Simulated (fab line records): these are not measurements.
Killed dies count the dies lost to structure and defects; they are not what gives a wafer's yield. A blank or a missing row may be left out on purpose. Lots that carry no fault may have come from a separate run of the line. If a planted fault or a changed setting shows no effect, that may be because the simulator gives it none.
Which of the tools did it? || flow sky130 || 10 lots, 30 wafers sampled, at 6 steps of a route of 708

## WHAT THE GAUGES SHOWED, per wafer
SKY_SONOS_ONO_OVL_MEAS_14. Usual: SONOS_ONO_OVL gives -0.8 nm (standard deviation 1.5).
{"lot": "L778", "measured": "day 12 13:28", "on": "overlay-01", "SONOS_ONO_OVL (nm)": "0.5 0.4 0.2", "flag": ""}
{"lot": "L780", "measured": "day 13 12:46", "on": "overlay-01", "SONOS_ONO_OVL (nm)": "-2.3 0.4 -0.6", "flag": ""}
{"lot": "L788", "measured": "day 15 21:52", "on": "overlay-01", "SONOS_ONO_OVL (nm)": "0.1 -1.2 1.0", "flag": ""}
{"lot": "L790", "measured": "day 16 20:50", "on": "overlay-01", "SONOS_ONO_OVL (nm)": "-1.2 -0.7 -0.6", "flag": ""}
{"lot": "L794", "measured": "day 18 20:28", "on": "overlay-02", "SONOS_ONO_OVL (nm)": "-0.7 -1.2 2.0", "flag": ""}
{"lot": "L795", "measured": "day 18 20:56", "on": "overlay-02", "SONOS_ONO_OVL (nm)": "1.4 0.1 -1.0", "flag": ""}
{"lot": "L798", "measured": "day 19 09:43", "on": "overlay-01", "SONOS_ONO_OVL (nm)": "2.2 -0.5 -0.9", "flag": ""}
{"lot": "L799", "measured": "day 19 22:25", "on": "overlay-02", "SONOS_ONO_OVL (nm)": "-0.3 -2.0 -1.0", "flag": ""}
{"lot": "L800", "measured": "day 20 02:37", "on": "overlay-01", "SONOS_ONO_OVL (nm)": "-3.6 -2.7 -2.8", "flag": ""}
{"lot": "L801", "measured": "day 20 15:56", "on": "overlay-01", "SONOS_ONO_OVL (nm)": "-1.8 -1.0 -3.1", "flag": ""}

SKY_POLY_GATE_THK_MEAS_01. Usual: POLY_GATE_CVD_00_THK gives 179.7 nm (standard deviation 1.8).
{"lot": "L778", "measured": "day 13 22:19", "on": "film-metro-03", "POLY_GATE_CVD_00_THK (nm)": "179.3 179.9 179.7", "flag": ""}
{"lot": "L780", "measured": "day 14 23:50", "on": "film-metro-02", "POLY_GATE_CVD_00_THK (nm)": "179.6 179.3 178.7", "flag": ""}
{"lot": "L788", "measured": "day 17 12:04", "on": "film-metro-02", "POLY_GATE_CVD_00_THK (nm)": "182.4 180.6 179.7", "flag": ""}
{"lot": "L790", "measured": "day 18 07:09", "on": "film-metro-01", "POLY_GATE_CVD_00_THK (nm)": "179.7 180.4 179.9", "flag": ""}
{"lot": "L794", "measured": "day 20 07:56", "on": "film-metro-03", "POLY_GATE_CVD_00_THK (nm)": "179.4 179.2 178.1", "flag": ""}
{"lot": "L795", "measured": "day 20 09:08", "on": "film-metro-03", "POLY_GATE_CVD_00_THK (nm)": "182.3 179.5 181.7", "flag": ""}
{"lot": "L798", "measured": "day 20 22:05", "on": "film-metro-02", "POLY_GATE_CVD_00_THK (nm)": "182.2 179.9 178.5", "flag": ""}
{"lot": "L799", "measured": "day 21 11:08", "on": "film-metro-01", "POLY_GATE_CVD_00_THK (nm)": "179.5 182.6 180.8", "flag": ""}
{"lot": "L800", "measured": "day 21 14:02", "on": "film-metro-03", "POLY_GATE_CVD_00_THK (nm)": "181.6 180.8 182.9", "flag": ""}
{"lot": "L801", "measured": "day 22 03:23", "on": "film-metro-02", "POLY_GATE_CVD_00_THK (nm)": "179.9 181.6 178.5", "flag": ""}

SKY_CAPM_RS_MEAS_03: uses a four-point probe to measure. Usual: CAPM_TIN_RS gives 6.90 ohm/sq (standard deviation 0.087).
{"lot": "L778", "measured": "day 36 10:15", "on": "film-metro-04", "CAPM_TIN_RS (ohm/sq)": "6.98 6.95 6.98", "flag": ""}
{"lot": "L780", "measured": "day 37 04:46", "on": "film-metro-02", "CAPM_TIN_RS (ohm/sq)": "6.90 6.91 6.97", "flag": ""}
{"lot": "L788", "measured": "day 39 11:48", "on": "film-metro-04", "CAPM_TIN_RS (ohm/sq)": "6.82 9.56 6.79", "flag": "OFF"}
{"lot": "L790", "measured": "day 40 02:50", "on": "film-metro-02", "CAPM_TIN_RS (ohm/sq)": "6.88 9.83 6.89", "flag": "OFF"}
{"lot": "L794", "measured": "day 41 17:29", "on": "film-metro-04", "CAPM_TIN_RS (ohm/sq)": "6.85 6.83 6.87", "flag": ""}
{"lot": "L795", "measured": "day 41 20:48", "on": "film-metro-03", "CAPM_TIN_RS (ohm/sq)": "6.87 6.97 6.91", "flag": ""}
{"lot": "L798", "measured": "day 42 08:56", "on": "film-metro-02", "CAPM_TIN_RS (ohm/sq)": "6.84 6.88 6.88", "flag": ""}
{"lot": "L799", "measured": "day 42 16:10", "on": "film-metro-04", "CAPM_TIN_RS (ohm/sq)": "6.84 6.78 6.79", "flag": ""}
{"lot": "L800", "measured": "day 43 00:20", "on": "film-metro-04", "CAPM_TIN_RS (ohm/sq)": "6.81 6.87 6.87", "flag": ""}
{"lot": "L801", "measured": "day 43 04:02", "on": "film-metro-04", "CAPM_TIN_RS (ohm/sq)": "6.87 6.85 6.88", "flag": ""}

SKY_CAPM_THK_MEAS_04: measures by xrf. Usual: CAPM_TIN_THK gives 197.4 nm (standard deviation 2.3).
{"lot": "L778", "measured": "day 36 10:22", "on": "film-metro-04", "CAPM_TIN_THK (nm)": "194.8 196.1 194.5", "flag": ""}
{"lot": "L780", "measured": "day 37 04:53", "on": "film-metro-02", "CAPM_TIN_THK (nm)": "198.8 198.3 197.0", "flag": ""}
{"lot": "L788", "measured": "day 39 11:55", "on": "film-metro-04", "CAPM_TIN_THK (nm)": "198.2 143.8 200.5", "flag": "OFF"}
{"lot": "L790", "measured": "day 40 02:58", "on": "film-metro-02", "CAPM_TIN_THK (nm)": "198.0 139.8 197.6", "flag": "OFF"}
{"lot": "L794", "measured": "day 41 17:37", "on": "film-metro-04", "CAPM_TIN_THK (nm)": "197.9 199.5 197.8", "flag": ""}
{"lot": "L795", "measured": "day 41 20:55", "on": "film-metro-03", "CAPM_TIN_THK (nm)": "196.5 195.0 196.2", "flag": ""}
{"lot": "L798", "measured": "day 42 09:03", "on": "film-metro-02", "CAPM_TIN_THK (nm)": "198.8 198.0 198.4", "flag": ""}
{"lot": "L799", "measured": "day 42 16:16", "on": "film-metro-04", "CAPM_TIN_THK (nm)": "198.2 199.3 199.7", "flag": ""}
{"lot": "L800", "measured": "day 43 00:27", "on": "film-metro-04", "CAPM_TIN_THK (nm)": "199.6 198.3 197.5", "flag": ""}
{"lot": "L801", "measured": "day 43 04:08", "on": "film-metro-04", "CAPM_TIN_THK (nm)": "198.1 198.7 198.2", "flag": ""}

## TOOL THAT RAN EACH LOT (tool first, then ch and the chambers of the sampled wafers, then the start)
{"lot": "L778", "SKY_LDD_HVN_STRIP_09": "plasma-asher-04 ch 0,1, day 20 05:30", "SKY_CAPM_SPUTTER_02": "pvd-sputter-04, day 36 10:08"}
{"lot": "L780", "SKY_LDD_HVN_STRIP_09": "plasma-asher-03 ch 1, day 21 09:00", "SKY_CAPM_SPUTTER_02": "pvd-sputter-04, day 37 04:39"}
{"lot": "L788", "SKY_LDD_HVN_STRIP_09": "plasma-asher-04 ch 0,1, day 24 01:51", "SKY_CAPM_SPUTTER_02": "pvd-sputter-04, day 39 11:41"}
{"lot": "L790", "SKY_LDD_HVN_STRIP_09": "plasma-asher-04 ch 0,1, day 24 18:29", "SKY_CAPM_SPUTTER_02": "pvd-sputter-04, day 40 02:44"}
{"lot": "L794", "SKY_LDD_HVN_STRIP_09": "plasma-asher-03 ch 0,1, day 26 17:21", "SKY_CAPM_SPUTTER_02": "pvd-sputter-02, day 41 17:23"}
{"lot": "L795", "SKY_LDD_HVN_STRIP_09": "plasma-asher-04 ch 0,1, day 26 20:06", "SKY_CAPM_SPUTTER_02": "pvd-sputter-01, day 41 20:41"}
{"lot": "L798", "SKY_LDD_HVN_STRIP_09": "plasma-asher-03 ch 0,1, day 27 08:36", "SKY_CAPM_SPUTTER_02": "pvd-sputter-04, day 42 08:49"}
{"lot": "L799", "SKY_LDD_HVN_STRIP_09": "plasma-asher-04 ch 0,1, day 27 23:18", "SKY_CAPM_SPUTTER_02": "pvd-sputter-04, day 42 16:02"}
{"lot": "L800", "SKY_LDD_HVN_STRIP_09": "plasma-asher-04 ch 0,1, day 28 04:57", "SKY_CAPM_SPUTTER_02": "pvd-sputter-04, day 43 00:13"}
{"lot": "L801", "SKY_LDD_HVN_STRIP_09": "plasma-asher-01 ch 0,1, day 28 11:47", "SKY_CAPM_SPUTTER_02": "pvd-sputter-02, day 43 03:54"}
- SKY_LDD_HVN_STRIP_09: strips in O2/N2.
- SKY_CAPM_SPUTTER_02: material TiN, target thk 200 nm, time 166.7 s.

## AS READ BY THE TOOLS THEMSELVES (means over the sampled wafers that have a number; for cases with no such wafer, the mark the record gives instead)
SKY_LDD_HVN_STRIP_09. Usual: drypump-motor-current-A 5.74 A, standard deviation 0.23; oes-product-au 0.409 a.u., standard deviation 0.0049; strip-time-to-endpoint-s 4.143 s, standard deviation 0.016.
{"lot": "L778", "tool": "plasma-asher-04", "drypump-motor-current-A (A)": 5.82, "oes-product-au (a.u.)": 0.405, "strip-time-to-endpoint-s (s)": 4.132, "flag": ""}
{"lot": "L780", "tool": "plasma-asher-03", "drypump-motor-current-A (A)": 5.96, "oes-product-au (a.u.)": 0.414, "strip-time-to-endpoint-s (s)": 4.156, "flag": ""}
{"lot": "L788", "tool": "plasma-asher-04", "drypump-motor-current-A (A)": 5.83, "oes-product-au (a.u.)": 0.404, "strip-time-to-endpoint-s (s)": 4.159, "flag": ""}
{"lot": "L790", "tool": "plasma-asher-04", "drypump-motor-current-A (A)": 5.80, "oes-product-au (a.u.)": 0.408, "strip-time-to-endpoint-s (s)": 4.128, "flag": ""}
{"lot": "L794", "tool": "plasma-asher-03", "drypump-motor-current-A (A)": 5.93, "oes-product-au (a.u.)": 0.405, "strip-time-to-endpoint-s (s)": 4.149, "flag": ""}
{"lot": "L795", "tool": "plasma-asher-04", "drypump-motor-current-A (A)": 5.86, "oes-product-au (a.u.)": 0.407, "strip-time-to-endpoint-s (s)": 4.143, "flag": ""}
{"lot": "L798", "tool": "plasma-asher-03", "drypump-motor-current-A (A)": 5.90, "oes-product-au (a.u.)": 0.409, "strip-time-to-endpoint-s (s)": 4.143, "flag": ""}
{"lot": "L799", "tool": "plasma-asher-04", "drypump-motor-current-A (A)": 5.86, "oes-product-au (a.u.)": 0.414, "strip-time-to-endpoint-s (s)": 4.131, "flag": ""}
{"lot": "L800", "tool": "plasma-asher-04", "drypump-motor-current-A (A)": 5.80, "oes-product-au (a.u.)": 0.407, "strip-time-to-endpoint-s (s)": 4.136, "flag": ""}
{"lot": "L801", "tool": "plasma-asher-01", "drypump-motor-current-A (A)": 5.41, "oes-product-au (a.u.)": 0.410, "strip-time-to-endpoint-s (s)": 4.122, "flag": ""}

SKY_CAPM_SPUTTER_02. Usual: throttle-valve-pct at 29.4 %, with a standard deviation of 1.2.
{"lot": "L778", "tool": "pvd-sputter-04", "throttle-valve-pct (%)": 28.5, "flag": ""}
{"lot": "L780", "tool": "pvd-sputter-04", "throttle-valve-pct (%)": 28.0, "flag": ""}
{"lot": "L788", "tool": "pvd-sputter-04", "throttle-valve-pct (%)": 29.3, "flag": ""}
{"lot": "L790", "tool": "pvd-sputter-04", "throttle-valve-pct (%)": 29.3, "flag": ""}
{"lot": "L794", "tool": "pvd-sputter-02", "throttle-valve-pct (%)": 31.1, "flag": ""}
{"lot": "L795", "tool": "pvd-sputter-01", "throttle-valve-pct (%)": 29.4, "flag": ""}
{"lot": "L798", "tool": "pvd-sputter-04", "throttle-valve-pct (%)": 28.8, "flag": ""}
{"lot": "L799", "tool": "pvd-sputter-04", "throttle-valve-pct (%)": 28.2, "flag": ""}
{"lot": "L800", "tool": "pvd-sputter-04", "throttle-valve-pct (%)": 28.9, "flag": ""}
{"lot": "L801", "tool": "pvd-sputter-02", "throttle-valve-pct (%)": 31.1, "flag": ""}

## THE ANSWER, worked out from the rows above alone
Rule: lot off if the mean of its wafers having a number is beyond 3 standard deviations from the usual mean. Also off: a lot with no number at a reading for which 4 or more lots have one. Where the step has rows for the other lots, those lots are counted as sound. Order of review: gauges by route order, followed by the tools' own readings, for which a lot's mean as printed above is used. At the first step where some lot is off, the reading lying furthest off is the one used; lots without a number count as furthest.
Off: at SKY_CAPM_RS_MEAS_03 (CAPM_TIN_RS), L788, L790.
A tool fits if, at a process step before that reading, it ran every lot that is off, and no sound lot after the first of them. The gauges at SKY_CAPM_RS_MEAS_03 are tried like those tools. None of those tried fits.

## WHAT THE SIMULATOR HAD PUT IN
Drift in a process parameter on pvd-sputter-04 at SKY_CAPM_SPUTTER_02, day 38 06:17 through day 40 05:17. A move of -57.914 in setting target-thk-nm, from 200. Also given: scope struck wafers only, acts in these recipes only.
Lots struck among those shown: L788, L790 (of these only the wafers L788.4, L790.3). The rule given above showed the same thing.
